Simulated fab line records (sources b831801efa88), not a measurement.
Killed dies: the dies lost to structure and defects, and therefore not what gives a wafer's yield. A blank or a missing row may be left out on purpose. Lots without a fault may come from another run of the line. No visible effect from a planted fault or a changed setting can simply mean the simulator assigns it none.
Matching of chambers -- flow gf180mcu -- GF_POLY_GATE_ETCH_13 on rie_si-01 has 4 sister chambers
The step etches poly-Si in HBr/Cl2, stops on SiO2, target depth 198.5 nm, time 69.6 s. 4 wafers are shown with their chamber, then 8 later ones without.

== WAFERS WITH THEIR CHAMBER ==
wafer,chamber,drypump_motor_current_A (A)
L334.6,1,5.75
L335.2,2,6.11
L335.3,0,5.79
L336.3,3,5.93

== WAFERS WHOSE CHAMBER IS MISSING ==
wafer,drypump_motor_current_A (A)
L336.4,5.80
L336.6,6.14
L338.3,6.10
L338.4,5.94
L338.5,5.86
L340.2,5.84
L340.4,5.94
L340.6,6.11

== WHICH CHAMBER EACH WENT THROUGH ==
wafer,from the rows above,in truth
L336.4,can't be placed: 0 or 1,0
L336.6,2,2
L338.3,2,2
L338.4,3,3
L338.5,can't be placed: 3 or 0 or 1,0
L340.2,can't be placed: 0 or 1 or 3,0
L340.4,3,3
L340.6,2,2
Placed correctly: 5 of 8. Can't be placed from these rows: 3 (the true chamber is among the candidates in 3). Wrongly placed: 0.
How it was worked out, from the rows above alone: a wafer's distance from a chamber is the root of the sum, over the readings, of the square of ((its reading less the chamber's mean) divided by the reading's scatter). The wafer belongs to the nearest chamber; if the next one is less than 2 further off, it can't be placed. A chamber's mean is the mean of its shown wafers. The scatter: root of mean squared gap, hidden wafer to nearest shown wafer, with one shown wafer a chamber.
